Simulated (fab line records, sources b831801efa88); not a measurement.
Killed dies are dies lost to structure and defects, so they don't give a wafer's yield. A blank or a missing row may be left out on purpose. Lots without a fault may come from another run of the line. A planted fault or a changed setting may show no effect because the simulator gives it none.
fab line records | flow gf180mcu | part 2 of 2: steps 31 to 43 of 43
record lots=5 wafers=15 last_day=33
route steps=602 shown STI@6 DNWELL@32 NWELL@42
lots that met no fault: from a run of the same line without faults
start_h: hours from the record's first day to the start of the lot's first wafer shown | wait_h: hours since the lot's step before | " the same as in the row above | L1.1+2: a row that stands for several wafers | - no value, or no start given | * or withheld: withheld | < > ~ a bound
route shown NAME@n: a module of which the file shows steps, and the number in the route of the first | usual: mean/standard deviation of fault-free wafers | same: alike in all rows | chamber/n: place in a boat | sites: the reading at each site | _std_site: their standard deviation | _edge_site: outer sites' mean less inner sites' | radius_mm: how far each site lies from the wafer's centre | mask NAME#n: copy n | behind: the tool/chamber that last shaped the wafer | hold: why the lot was held/for how many hours/how that ended | device: the transistor (n, p or np) that didn't switch | end of line: the same wafers' tests at the end of the route | a step without rows: its recipe alone | killed: dies lost to structure and defects at the first sort, not the wafer's yield | map: a wafer's dies, x killed, . not, _ none there
set.NAME: the setting as run; set.NAME@STEP: as run at that earlier step | model.NAME: the simulator's own value behind a step, which no gauge read
lots at some steps of the route; a table a step, a row a wafer
services: from which hour (start_h, from the record's first day; less than 0 if before it) a tool's chamber was out of use, for how many hours, and why
## steps
# step GF_DNWELL_EXPOSE_04
# recipe mask_id=DNWELL target_cd_nm=1700 na=0.6 source_shape=conventional sigma_outer=0.6 dose_mj=260
# usual focus_offset_nm=0.0/0.54 stage_vel_mm_s=499.97/0.24
# columns lot.wafer tool chamber start_h wait_h mask focus_offset_nm stage_vel_mm_s
L082.3 iline_stepper-01 0 - - DNWELL#0 0.6 499.99
L082.4 " 0 " " DNWELL#0 -0.9 499.84
L082.5 " 0 " " DNWELL#0 -1.3 500.28
L084.2 iline_stepper-02 0 - - DNWELL#0 -0.2 500.02
L084.3 " 0 " " DNWELL#0 -0.6 499.92
L084.4 " 0 " " DNWELL#0 -0.5 499.88
L091.2 iline_stepper-02 0 - - DNWELL#0 -0.8 500.06
L091.5 " 0 " " DNWELL#0 -0.3 499.85
L091.6 " 0 " " DNWELL#0 -1.2 500.04
L092.2 iline_stepper-02 0 - - DNWELL#0 0.3 500.34
L092.3 " 0 " " DNWELL#0 0.2 500.55
L092.6 " 0 " " DNWELL#0 0.6 500.23
L094.3 iline_stepper-02 0 - - DNWELL#0 0.9 499.96
L094.5 " 0 " " DNWELL#0 0.8 500.25
L094.6 " 0 " " DNWELL#0 0.6 499.95
# step GF_DNWELL_PEB_05
# recipe temp_c=115 time_s=withheld
# columns lot.wafer tool chamber start_h wait_h
L082.3+4+5 litho_track-04 0 - -
L084.2+3+4 litho_track-03 0 - -
L091.2+5+6 litho_track-04 0 - -
L092.2+3+6 litho_track-04 0 - -
L094.3+5+6 litho_track-01 0 - -
# step GF_DNWELL_DEVELOP_06
# recipe wall_angle_deg=90 develop_time_s=60 dev_temp_c=23
# columns lot.wafer tool chamber start_h wait_h
L082.3+4+5 litho_track-04 0 - -
L084.2+3+4 litho_track-03 0 - -
L091.2+5+6 litho_track-04 0 - -
L092.2+3+6 litho_track-04 0 - -
L094.3+5+6 litho_track-01 0 - -
# step GF_DNWELL_IMPLANT_07
# recipe species=P energy_kev=1500 dose_cm2=1e+13 tilt_deg=0
# usual beam_energy_keV=1500.0/0.41
# columns lot.wafer tool chamber start_h wait_h beam_energy_keV
L082.3 implanter-01 0 87.85 - 1500.6
L082.4 " 0 " " 1500.4
L082.5 " 0 " " 1499.7
L084.2 implanter-02 0 95.85 - 1500.3
L084.3 " 0 " " 1500.3
L084.4 " 0 " " 1499.8
L091.2 implanter-01 0 131.72 - 1500.2
L091.5 " 0 " " 1499.7
L091.6 " 0 " " 1500.2
L092.2 implanter-02 0 137.17 - 1500.2
L092.3 " 0 " " 1500.2
L092.6 " 0 " " 1500.5
L094.3 implanter-01 0 148.30 - 1499.9
L094.5 " 0 " " 1499.9
L094.6 " 0 " " 1499.9
# step GF_DNWELL_STRIP_08
# recipe chemistry=O2/N2 power_w=1400 pressure_mtorr=1500 platen_temp_c=250 o2_flow_sccm=3000 n2_flow_sccm=300 overash_fraction=0.5
# usual drypump_motor_current_A=5.6/0.35 heater_power_w=336/40 oes_product_au=0.723/0.0044 strip_time_to_endpoint_s=36.93/0.1
# columns lot.wafer tool chamber start_h wait_h drypump_motor_current_A heater_power_w oes_product_au rf_hours_counter_h strip_time_to_endpoint_s
L082.3 plasma_asher-01 0 87.98 0.1 5.3 307 0.719 - 36.91
L082.4 " 1 " " 5.5 305 0.723 - 36.89
L082.5 " 1 " " 5.5 306 0.721 - 36.83
L084.2 plasma_asher-04 0 95.98 0.1 5.9 404 0.725 45 37.01
L084.3 " 1 " " 6.3 289 0.728 - 37.05
L084.4 " 0 " " 5.8 401 0.719 - 37.05
L091.2 plasma_asher-01 1 131.84 0.1 5.5 311 0.730 48 36.85
L091.5 " 1 " " 5.5 303 0.720 - 36.95
L091.6 " 0 " " 5.3 306 0.731 - 36.74
L092.2 plasma_asher-04 1 137.29 0.1 6.2 298 0.713 3 36.83
L092.3 " 0 " " 5.9 379 0.722 - 36.89
L092.6 " 1 " " 6.2 295 0.720 - 36.89
L094.3 plasma_asher-03 0 148.44 0.1 5.3 316 0.726 - 37.02
L094.5 " 0 " " 5.3 319 0.719 - 36.94
L094.6 " 1 " " 5.4 373 0.722 - 36.90
# step GF_DNWELL_TW_MEAS_09
# usual DNWELL_TW=1349/15
# columns lot.wafer tool chamber start_h wait_h DNWELL_TW
L082.3 film_metro-02 - 88.07 0.1 1374
L082.4 " - " " 1367
L082.5 " - " " 1365
L084.2 film_metro-01 - 96.09 0.1 1362
L084.3 " - " " 1360
L084.4 " - " " 1357
L091.2 film_metro-03 - 131.95 0.1 1327
L091.5 " - " " 1329
L091.6 " - " " 1330
L092.2 film_metro-02 - 137.40 0.1 1360
L092.3 " - " " 1358
L092.6 " - " " 1360
L094.3 film_metro-03 - 148.52 0.1 1337
L094.5 " - " " 1330
L094.6 " - " " 1334
# step GF_NWELL_DEHYDRATE_00
# recipe temp_c=200 time_s=60
# columns lot.wafer tool chamber start_h wait_h
L082.3+4+5 litho_track-02 0 93.47 5.4
L084.2+3+4 litho_track-01 0 102.73 6.6
L091.2+5+6 litho_track-02 0 138.89 6.9
L092.2+3+6 litho_track-02 0 144.24 6.8
L094.3+5+6 litho_track-03 0 155.78 7.2
# step GF_NWELL_HMDS_01
# recipe prime_time_s=60 prime_temp_c=120
# columns lot.wafer tool chamber start_h wait_h
L082.3+4+5 litho_track-02 0 93.62 0.1
L084.2+3+4 litho_track-01 0 102.88 0.1
L091.2+5+6 litho_track-02 0 139.04 0.1
L092.2+3+6 litho_track-02 0 144.39 0.1
L094.3+5+6 litho_track-03 0 155.93 0.1
# step GF_NWELL_COAT_02
# recipe spin_rpm=2000 resist_thk_nm=3000
# columns lot.wafer tool chamber start_h wait_h
L082.3+4+5 litho_track-02 0 93.77 0.1
L084.2+3+4 litho_track-01 0 103.03 0.1
L091.2+5+6 litho_track-02 0 139.19 0.1
L092.2+3+6 litho_track-02 0 144.54 0.1
L094.3+5+6 litho_track-03 0 156.08 0.1
# step GF_NWELL_SOFTBAKE_03
# recipe temp_c=110 time_s=withheld
# columns lot.wafer tool chamber start_h wait_h
L082.3+4+5 litho_track-02 0 93.93 0.1
L084.2+3+4 litho_track-01 0 103.19 0.1
L091.2+5+6 litho_track-02 0 139.35 0.1
L092.2+3+6 litho_track-02 0 144.70 0.1
L094.3+5+6 litho_track-03 0 156.24 0.1
# step GF_NWELL_EXPOSE_04
# recipe mask_id=Nwell target_cd_nm=860 na=0.6 source_shape=conventional sigma_outer=0.6 dose_mj=260
# usual focus_offset_nm=-0.1/0.52 stage_vel_mm_s=500.07/0.25
# columns lot.wafer tool chamber start_h wait_h mask focus_offset_nm stage_vel_mm_s
L082.3 iline_stepper-01 0 - - Nwell#0 0.1 499.52
L082.4 " 0 " " Nwell#0 0.5 499.61
L082.5 " 0 " " Nwell#0 0.2 500.15
L084.2 iline_stepper-02 0 - - Nwell#0 -0.8 500.41
L084.3 " 0 " " Nwell#0 -0.7 499.95
L084.4 " 0 " " Nwell#0 -0.4 499.91
L091.2 iline_stepper-02 0 - - Nwell#0 1.1 500.04
L091.5 " 0 " " Nwell#0 0.8 499.91
L091.6 " 0 " " Nwell#0 -0.1 500.32
L092.2 iline_stepper-01 0 - - Nwell#0 -0.3 499.99
L092.3 " 0 " " Nwell#0 -0.5 499.79
L092.6 " 0 " " Nwell#0 -0.4 499.71
L094.3 iline_stepper-02 0 - - Nwell#0 -0.7 500.31
L094.5 " 0 " " Nwell#0 -0.3 500.14
L094.6 " 0 " " Nwell#0 -0.2 500.14
# step GF_NWELL_PEB_05
# recipe temp_c=115 time_s=withheld
# columns lot.wafer tool chamber start_h wait_h
L082.3+4+5 litho_track-02 0 - -
L084.2+3+4 litho_track-03 0 - -
L091.2+5+6 litho_track-02 0 - -
L092.2+3+6 litho_track-02 0 - -
L094.3+5+6 litho_track-02 0 - -
# step GF_NWELL_DEVELOP_06
# recipe wall_angle_deg=90 develop_time_s=60 dev_temp_c=23
# columns lot.wafer tool chamber start_h wait_h
L082.3+4+5 litho_track-02 0 - -
L084.2+3+4 litho_track-03 0 - -
L091.2+5+6 litho_track-02 0 - -
L092.2+3+6 litho_track-02 0 - -
L094.3+5+6 litho_track-02 0 - -
## services
# columns tool chamber start_h hours kind
rie_diel-01 - 43.99 0.8 repair
hdpcvd-02 - 47.44 14.6 pm
plasma_asher-04 - 50.02 1.5 repair
furnace-02 - 53.57 3.4 pm
cmp-01 - 56.54 4.7 pm
hdpcvd-02 2 63.99 16.1 repair
cmp-01 - 64.00 4.0 pm
iline_stepper-01 - 64.64 1.2 repair
cmp-01 - 74.58 3.7 repair
krf_scanner-02 - 79.69 1.0 pm
krf_scanner-02 - 85.63 6.1 repair
krf_scanner-02 - 95.39 2.4 repair
cmp-01 - 95.61 1.9 repair
krf_scanner-02 - 103.48 0.8 pm
rie_diel-01 - 108.68 0.5 repair
plasma_asher-04 - 108.77 9.0 pm
krf_scanner-02 - 129.66 1.3 pm
plasma_asher-01 - 136.66 10.8 repair
iline_stepper-01 - 139.16 1.7 pm
iline_stepper-02 - 145.96 2.1 pm
plasma_asher-01 - 147.48 15.6 pm
iline_stepper-01 - 153.93 4.4 pm
rie_si-02 2 155.44 13.2 repair
cmp-01 - 156.13 5.3 repair
